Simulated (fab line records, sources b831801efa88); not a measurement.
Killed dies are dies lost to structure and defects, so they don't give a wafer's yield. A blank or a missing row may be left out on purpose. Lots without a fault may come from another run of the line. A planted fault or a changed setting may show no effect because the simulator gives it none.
fab line records | flow sfq_line
record lots=15 wafers=41 last_day=92
route steps=325 shown I6@276 M7@291 I7@297
lots that met no fault: from a run of the same line without faults
start_h: hours from the record's first day to the start of the lot's first wafer shown | wait_h: hours since the lot's step before | " the same as in the row above | L1.1+2: a row that stands for several wafers | - no value, or no start given | * or withheld: withheld | < > ~ a bound
route shown NAME@n: a module of which the file shows steps, and the number in the route of the first | usual: mean/standard deviation of fault-free wafers | same: alike in all rows | chamber/n: place in a boat | sites: the reading at each site | _std_site: their standard deviation | _edge_site: outer sites' mean less inner sites' | radius_mm: how far each site lies from the wafer's centre | mask NAME#n: copy n | behind: the tool/chamber that last shaped the wafer | hold: why the lot was held/for how many hours/how that ended | device: the transistor (n, p or np) that didn't switch | end of line: the same wafers' tests at the end of the route | a step without rows: its recipe alone | killed: dies lost to structure and defects at the first sort, not the wafer's yield | map: a wafer's dies, x killed, . not, _ none there
set.NAME: the setting as run; set.NAME@STEP: as run at that earlier step | model.NAME: the simulator's own value behind a step, which no gauge read
steps of the route over a sample of lots; a table a step, a row a wafer
services: from which hour (start_h, from the record's first day; less than 0 if before it) a tool's chamber was out of use, for how many hours, and why
## steps
# step SFQ_I6_OVL_MEAS_942
# usual I6_OVL=1/5.5
# columns lot.wafer tool chamber start_h wait_h I6_OVL[nm]
L538.1 overlay-02 - 1589.80 0.1 17
L538.3 " - " " 9
L538.6 " - " " 10
L539.2 overlay-02 - 1629.43 0.1 -5
L539.3 " - " " -11
L539.4 " - " " -11
L543.1 overlay-02 - 1817.33 0.1 3
L543.2 " - " " 4
L543.6 " - " " 2
L544.1 overlay-02 - 1822.13 0.1 1
L544.3 " - " " -2
L544.5 " - " " 7
L545.1 overlay-02 - 1824.53 0.1 7
L545.2 " - " " 5
L547.2 overlay-02 - 1835.34 0.1 -3
L547.4 " - " " -3
L549.6 overlay-01 - 1838.96 0.0 3
L554.3 overlay-01 - 1960.11 0.1 2
L554.4 " - " " 7
L554.5 " - " " -3
L555.1 overlay-01 - 2094.98 0.1 6
L555.3 " - " " 4
L555.6 " - " " -1
L556.1 overlay-02 - 2096.18 0.1 5
L556.3 " - " " -3
L556.5 " - " " -1
L557.1 overlay-02 - 2117.09 0.1 -4
L557.4 " - " " -3
L557.5 " - " " -3
L558.1 overlay-01 - 2120.69 0.1 4
L558.3 " - " " 4
L558.6 " - " " 5
L559.2 overlay-01 - 2124.30 0.1 0
L559.3 " - " " 3
L559.4 " - " " 6
L560.1 overlay-01 - 2127.10 0.1 -1
L560.3 " - " " -1
L560.4 " - " " -4
L561.2 overlay-01 - 2130.70 0.1 7
L561.5 " - " " 0
L561.6 " - " " 2
# step SFQ_M7_OVL_MEAS_945
# usual M7_OVL=1/4.8
# columns lot.wafer tool chamber start_h wait_h M7_OVL[nm]
L538.1 overlay-01 - 1600.30 0.1 3
L538.3 " - " " -8
L538.6 " - " " -7
L539.2 overlay-02 - 1648.28 0.1 4
L539.3 " - " " 3
L539.4 " - " " 1
L543.1 overlay-02 - 1820.84 0.1 11
L543.2 " - " " 4
L543.6 " - " " 13
L544.1 overlay-01 - 1825.72 0.1 0
L544.3 " - " " -1
L544.5 " - " " 4
L545.1 overlay-02 - 1828.04 0.1 -2
L545.2 " - " " 0
L547.2 overlay-02 - 1838.87 0.1 -4
L547.4 " - " " -7
L549.6 overlay-01 - 1842.98 0.0 1
L554.3 overlay-02 - 1963.82 0.1 -2
L554.4 " - " " -2
L554.5 " - " " -1
L555.1 overlay-01 - 2099.71 0.1 -8
L555.3 " - " " -1
L555.6 " - " " 2
L556.1 overlay-02 - 2100.91 0.1 2
L556.3 " - " " 4
L556.5 " - " " 5
L557.1 overlay-02 - 2124.70 0.1 4
L557.4 " - " " 9
L557.5 " - " " 13
L558.1 overlay-01 - 2190.40 0.1 0
L558.3 " - " " -2
L558.6 " - " " -2
L559.2 overlay-02 - 2192.81 0.1 4
L559.3 " - " " 2
L559.4 " - " " 4
L560.1 overlay-01 - 2194.00 0.1 4
L560.3 " - " " 3
L560.4 " - " " 5
L561.2 overlay-02 - 2197.61 0.1 9
L561.5 " - " " 6
L561.6 " - " " 3
# step SFQ_TRILAYER_M7_STRIP_STRIP_181
# recipe gas=O2 power_w=200 platen_temp_c=40 overash_fraction=0.65 chemistry=O2 pressure_mtorr=50
# usual chamber_pressure_mTorr=49.99/0.044 drypump_motor_current_A=6.0/0.36 oes_product_au=1.004/0.0095
# columns lot.wafer tool chamber start_h wait_h chamber_pressure_mTorr drypump_motor_current_A oes_product_au rf_hours_counter_h
L538.1 rie_metal-02 1 1600.52 0.1 49.95 5.9 1.004 60
L538.3 " 1 " " 49.99 5.9 1.014 -
L538.6 " 0 " " 49.98 6.2 1.017 -
L539.2 rie_metal-02 1 1648.49 0.1 49.99 5.9 0.998 66
L539.3 " 1 " " 50.02 5.9 1.003 -
L539.4 " 0 " " 49.96 6.3 1.015 -
L543.1 rie_metal-02 1 1821.06 0.1 50.00 5.9 1.013 88
L543.2 " 0 " " 50.02 6.3 1.010 5
L543.6 " 1 " " 49.99 5.9 1.015 -
L544.1 rie_metal-01 1 1825.94 0.1 49.91 6.1 1.011 42
L544.3 " 1 " " 50.08 6.1 1.002 -
L544.5 " 1 " " 50.04 6.1 1.000 -
L545.1 rie_metal-02 0 1828.26 0.1 50.02 6.2 1.007 6
L545.2 " 1 " " 50.02 5.9 1.002 88
L547.2 rie_metal-02 1 1839.08 0.1 49.93 5.9 1.002 90
L547.4 " 1 " " 50.00 5.9 1.008 -
L549.6 rie_metal-04 1 1843.57 0.4 50.01 5.2 1.002 -
L554.3 rie_metal-02 1 1964.23 0.2 50.02 5.9 0.995 -
L554.4 " 0 " " 49.95 6.3 1.006 -
L554.5 " 1 " " 49.95 5.9 1.009 -
L555.1 rie_metal-04 1 2099.93 0.1 49.98 5.2 0.985 15
L555.3 " 1 " " 49.96 5.2 0.982 -
L555.6 " 0 " " 49.96 6.4 0.995 -
L556.1 rie_metal-01 1 2101.13 0.1 49.98 6.1 0.994 77
L556.3 " 0 " " 50.00 5.9 0.997 -
L556.5 " 0 " " 49.98 6.0 1.000 -
L557.1 rie_metal-04 1 2124.92 0.1 49.99 5.1 0.978 18
L557.4 " 0 " " 49.96 6.4 0.995 -
L557.5 " 1 " " 49.92 5.1 0.981 -
L558.1 rie_metal-02 1 2190.62 0.1 49.97 5.9 1.014 10
L558.3 " 0 " " 50.01 6.2 1.000 -
L558.6 " 1 " " 50.04 5.9 1.018 -
L559.2 rie_metal-02 0 2193.02 0.1 50.01 6.2 1.014 51
L559.3 " 0 " " 50.04 6.2 1.007 -
L559.4 " 1 " " 49.96 5.9 1.004 -
L560.1 rie_metal-01 0 2194.22 0.1 50.01 6.0 1.005 124
L560.3 " 1 " " 50.02 6.1 1.007 -
L560.4 " 0 " " 50.06 5.9 1.011 -
L561.2 rie_metal-02 1 2197.82 0.1 50.04 5.9 1.009 11
L561.5 " 1 " " 50.06 5.9 1.011 -
L561.6 " 0 " " 50.06 6.2 1.005 -
# step SFQ_TRILAYER_I7_CMP_CMP_184
# recipe material=SiO2 down_force_psi=3 platen_rpm=60 pad_velocity_m_s=0.94248
# usual motor_current_A=10.3/1.1 slurry_filter_dp_kPa=13.49/0.13 time_to_endpoint_s=216/8.5
# columns lot.wafer tool chamber start_h wait_h motor_current_A slurry_filter_dp_kPa time_to_endpoint_s
L538.1 cmp-01 1 1608.58 7.2 11.1 13.51 230
L538.3 " 3 1609.58 8.2 9.7 13.49 228
L538.6 " 1 1610.58 9.2 10.8 13.48 236
L539.4 cmp-02 0 1649.85 0.5 8.6 13.33 225
L539.2 " 1 " " 13.4 13.44 227
L539.3 " 2 " " 10.4 13.42 214
L543.2 cmp-02 0 1821.92 0.0 8.8 13.79 201
L543.1 " 2 1822.92 1.0 9.7 13.50 199
L543.6 " 0 1823.92 2.0 9.0 13.62 197
L544.1 cmp-01 3 1827.79 1.0 10.3 13.59 196
L544.3 " 0 " " 10.6 13.49 221
L544.5 " 2 1829.29 2.5 9.4 13.69 223
L545.2 cmp-01 2 1830.79 1.7 10.0 13.49 221
L545.1 " 3 " " 10.2 13.39 188
L547.2 cmp-01 1 1840.43 0.5 11.2 13.42 215
L547.4 " 3 1841.43 1.5 10.0 13.57 201
L549.6 cmp-01 2 1846.24 2.0 9.1 13.44 230
L554.4 cmp-01 0 1965.38 0.5 9.7 13.59 216
L554.3 " 1 " " 11.0 13.59 212
L554.5 " 3 1966.88 2.0 9.6 13.59 199
L555.3 cmp-02 2 2100.78 0.0 9.9 13.43 218
L555.1 " 1 2102.28 1.5 12.9 13.49 221
L555.6 " 2 " " 9.7 13.41 216
L556.3 cmp-01 0 2102.96 1.0 9.9 13.82 206
L556.1 " 2 2103.96 2.0 10.0 13.64 222
L556.5 " 3 " " 9.4 13.75 211
L557.4 cmp-01 0 2125.77 0.0 10.1 13.47 222
L557.1 " 2 2126.77 1.0 9.8 13.58 221
L557.5 " 0 2127.77 2.0 9.7 13.56 221
L558.1 cmp-01 1 2191.49 0.0 10.8 13.51 219
L558.3 " 3 2192.49 1.0 9.7 13.48 213
L558.6 " 1 2193.49 2.0 10.8 13.43 221
L559.2 cmp-02 3 2193.88 0.0 10.5 13.33 210
L559.3 " 0 " " 9.3 13.40 215
L559.4 " 2 2195.38 1.5 10.4 13.55 229
L560.1 cmp-01 2 2195.08 0.0 9.2 13.39 215
L560.4 " 3 " " 9.9 13.41 206
L560.3 " 1 2196.58 1.5 10.9 13.73 211
L561.2 cmp-01 1 2198.68 0.0 10.6 13.56 213
L561.6 " 1 2200.68 2.0 10.7 13.46 217
L561.5 " 2 " " 9.7 13.41 222
# step SFQ_I7_BOW_MEAS_946
# recipe mode=bow
# usual I7_BOW=7/13
# columns lot.wafer tool chamber start_h wait_h hold I7_BOW[um]
L538.1 film_metro-03 - 1611.58 2.5 - 6
L538.3 " - " " - 10
L538.6 " - " " - 1
L539.2 film_metro-03 - 1652.37 1.5 - 0
L539.3 " - " " - -13
L539.4 " - " " - 0
L543.1 film_metro-03 - 1824.92 1.5 - 18
L543.2 " - " " - 8
L543.6 " - " " - 6
L544.1 film_metro-02 - 1829.79 1.5 - 17
L544.3 " - " " - 8
L544.5 " - " " - 11
L544.1 film_metro-02 - 1831.11 1.3 - -
L544.3 " - " " - -
L544.5 " - " " - -
L545.1 film_metro-01 - 1832.79 1.0 await_dispo/0.2h/release 18
L545.2 " - " " await_dispo/0.2h/release 19
L545.1 film_metro-01 - 1834.11 1.3 - -
L545.2 " - " " - -
L547.2 film_metro-01 - 1842.95 2.0 await_dispo/0.2h/release -3
L547.4 " - " " await_dispo/0.2h/release -1
L547.2 film_metro-01 - 1844.27 1.3 - -
L547.4 " - " " - -
L549.6 film_metro-01 - 1847.34 0.6 - 19
L554.3 film_metro-03 - 1967.92 1.5 - 5
L554.4 " - " " - 1
L554.5 " - " " - 15
L555.1 film_metro-02 - 2103.78 1.0 - 8
L555.3 " - " " - 10
L555.6 " - " " - 11
L556.1 film_metro-03 - 2105.46 1.0 - 45
L556.3 " - " " - 40
L556.5 " - " " - 39
L557.1 film_metro-02 - 2128.77 1.5 - -6
L557.4 " - " " - -3
L557.5 " - " " - 6
L558.1 film_metro-01 - 2194.49 2.5 - 18
L558.3 " - " " - 19
L558.6 " - " " - 10
L559.2 film_metro-01 - 2196.90 2.5 - 2
L559.3 " - " " - -2
L559.4 " - " " - -4
L560.1 film_metro-02 - 2198.08 2.5 - 2
L560.3 " - " " - -3
L560.4 " - " " - -10
L561.2 film_metro-03 - 2201.70 2.5 - 8
L561.5 " - " " - -1
L561.6 " - " " - -6
# step SFQ_TRILAYER_I7_METRO_MEASURE_185
# usual thk_nm=199.9/1.2
# columns lot.wafer tool chamber start_h wait_h hold thk_nm
L538.1 film_metro-03 - 1611.70 0.1 - 201.9
L538.3 " - " " - 199.5
L538.6 " - " " - 202.6
L539.2 film_metro-03 - 1652.67 0.3 - 199.7
L539.3 " - " " - 199.7
L539.4 " - " " - 199.5
L543.1 film_metro-03 - 1825.04 0.1 - 200.5
L543.2 " - " " - 199.8
L543.6 " - " " - 199.9
L544.1 film_metro-02 - 1834.83 3.7 - 218.2
L544.3 " - " " - 199.7
L544.5 " - " " - 201.7
L544.1 film_metro-02 - 1836.20 1.2 - 218.3
L544.3 " - " " - 199.6
L544.5 " - " " - 201.7
L545.1 film_metro-02 - 1838.84 4.7 await_dispo/4.6h/release 219.8
L545.2 " - " " await_dispo/4.6h/release 200.6
L549.6 film_metro-01 - 1848.36 1.0 - 201.0
L547.2 film_metro-01 - 1849.02 4.7 await_dispo/4.4h/release 202.1
L547.4 " - " " await_dispo/4.4h/release 220.0
L554.3 film_metro-03 - 1968.40 0.5 - 199.1
L554.4 " - " " - 199.5
L554.5 " - " " - 199.2
L555.1 film_metro-02 - 2103.90 0.1 - 198.7
L555.3 " - " " - 199.6
L555.6 " - " " - 199.8
L556.1 film_metro-03 - 2105.58 0.1 - 201.0
L556.3 " - " " - 199.1
L556.5 " - " " - 198.5
L557.1 film_metro-02 - 2128.89 0.1 - 200.9
L557.4 " - " " - 201.1
L557.5 " - " " - 198.8
L558.1 film_metro-01 - 2194.61 0.1 - 200.2
L558.3 " - " " - 197.7
L558.6 " - " " - 200.1
L559.2 film_metro-01 - 2197.20 0.3 - 199.5
L559.3 " - " " - 200.6
L559.4 " - " " - 199.7
L560.1 film_metro-02 - 2198.20 0.1 - 199.1
L560.3 " - " " - 199.8
L560.4 " - " " - 198.8
L561.2 film_metro-03 - 2202.00 0.3 - 201.8
L561.5 " - " " - 200.2
L561.6 " - " " - 199.8
# step SFQ_TRILAYER_I7_VIA_ETCH_VIA_ETCH_190
# recipe target=SiO2 stop_on=Nb mask_material=PR taper_deg=20 chemistry=CHF3 target_depth_nm=260 source_w=500 bias_w=80 pressure_mtorr=30 time_s=withheld
# usual chamber_pressure_mTorr=30.00/0.033 drypump_motor_current_A=5.6/0.51 oes_product_au=0.854/0.0051
# columns lot.wafer tool chamber start_h wait_h chamber_pressure_mTorr drypump_motor_current_A oes_product_au
L538.1 rie_diel-02 3 1719.83 0.0 30.00 5.8 0.853
L538.3 " 0 " " 30.01 5.5 0.859
L538.6 " 2 " " 29.99 5.0 0.863
L539.2 rie_diel-01 0 1729.53 0.0 30.00 5.7 0.854
L539.3 " 2 " " 29.97 6.9 0.852
L539.4 " 1 " " 29.97 5.6 0.850
L543.1 rie_diel-04 0 1829.32 0.0 29.97 5.7 0.858
L543.2 " 3 " " 29.94 6.1 0.853
L543.6 " 2 " " 30.01 5.3 0.851
L545.1 rie_diel-02 3 1843.06 0.0 30.02 5.8 0.896
L545.2 " 1 " " 29.98 5.0 0.859
L544.1 rie_diel-01 1 1843.18 0.0 30.00 5.5 0.897
L544.3 " 3 " " 30.00 5.3 0.852
L544.5 " 0 " " 30.00 5.6 0.854
L549.6 rie_diel-01 1 1850.98 0.1 30.04 5.5 0.856
L547.2 rie_diel-02 2 1853.57 0.0 30.04 5.0 0.858
L547.4 " 1 " " 29.97 5.0 0.902
L554.3 rie_diel-02 2 1971.53 0.0 29.98 5.0 0.858
L554.4 " 2 " " 30.05 5.0 0.862
L554.5 " 1 " " 30.00 5.0 0.847
L555.1 rie_diel-01 0 2107.43 0.0 30.01 5.7 0.857
L555.3 " 1 " " 30.00 5.5 0.847
L555.6 " 0 " " 29.99 5.6 0.858
L556.1 rie_diel-04 3 2109.10 0.0 30.03 6.0 0.853
L556.3 " 2 " " 29.99 5.3 0.856
L556.5 " 0 " " 30.04 5.7 0.843
L557.1 rie_diel-01 0 2132.82 0.0 30.07 5.6 0.856
L557.4 " 2 " " 30.02 6.9 0.857
L557.5 " 0 " " 29.96 5.7 0.847
L558.1 rie_diel-02 0 2198.14 0.0 29.97 5.5 0.849
L558.3 " 1 " " 30.03 5.0 0.849
L558.6 " 3 " " 30.01 5.8 0.857
L559.2 rie_diel-04 2 2200.52 0.0 29.99 5.3 0.851
L559.3 " 0 " " 29.97 5.7 0.854
L559.4 " 3 " " 29.99 6.1 0.847
L560.1 rie_diel-01 1 2201.72 0.0 29.98 5.5 0.856
L560.3 " 3 " " 30.00 5.3 0.851
L560.4 " 2 " " 30.05 6.8 0.856
L561.2 rie_diel-01 2 2206.69 0.0 30.06 6.8 0.858
L561.5 " 1 " " 29.95 5.5 0.855
L561.6 " 2 " " 30.01 6.8 0.845
## services
# columns tool chamber start_h hours kind
film_metro-03 - 1587.90 0.3 pm
cmp-01 - 1601.58 4.0 pm
rie_diel-01 3 1643.68 6.4 repair
film_metro-03 - 1665.35 0.5 pm
cmp-01 - 1667.35 4.8 pm
rie_metal-02 - 1678.56 2.8 pm
rie_diel-01 3 1726.92 2.6 repair
film_metro-03 - 1730.82 0.1 pm
film_metro-03 - 1735.49 2.3 pm
rie_diel-01 - 1783.82 12.2 repair
cmp-01 - 1789.64 0.5 repair
rie_diel-01 1 1818.22 8.9 repair
film_metro-03 - 1830.45 20.9 pm
rie_diel-01 - 1847.98 2.8 pm
film_metro-03 - 1851.33 0.9 pm
rie_metal-02 1 1880.71 16.5 repair
cmp-01 - 1884.99 5.6 pm
rie_metal-02 1 1925.76 20.1 repair
cmp-01 - 1941.58 4.0 pm
rie_diel-01 2 1953.61 5.0 repair
rie_diel-01 3 2051.48 132.0 repair
cmp-01 - 2054.37 0.4 repair
cmp-01 - 2064.28 1.1 repair
cmp-01 - 2146.34 0.3 repair
## key
first_sign step=SFQ_TRILAYER_I7_CMP_CMP_184 reading=time_to_endpoint_s direction=down sigmas=2.4 usual=* struck=*
effect step=SFQ_I7_BOW_MEAS_946 reading=visit direction=added
effect step=SFQ_TRILAYER_I7_METRO_MEASURE_185 reading=thk_nm direction=up sigmas=16 usual=199.9 struck=219.3
effect step=SFQ_TRILAYER_I7_VIA_ETCH_VIA_ETCH_190 reading=oes_product_au direction=up sigmas=8.7 usual=0.854 struck=0.898
met_at SFQ_TRILAYER_I7_CMP_CMP_184
struck_lots L544,L545,L547
struck_wafers L544.1,L545.1,L547.4
moved_without_meeting_it L549
not_acting_at SFQ_I6_OVL_MEAS_942,SFQ_M7_OVL_MEAS_945,SFQ_TRILAYER_M7_STRIP_STRIP_181
onset_between 1608.58 1827.79
fault kind=process_parameter_drift tool=cmp-01 chamber=- onset_h=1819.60 steps=SFQ_TRILAYER_I7_CMP_CMP_184 channel=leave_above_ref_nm offset=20 shape=step end_h=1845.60 scope=struck_wafers_only acts_in=these_recipes_only stated=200
# moved_without_meeting_it: readings of these lots or wafers moved too, though they didn't meet the fault's tool or chamber
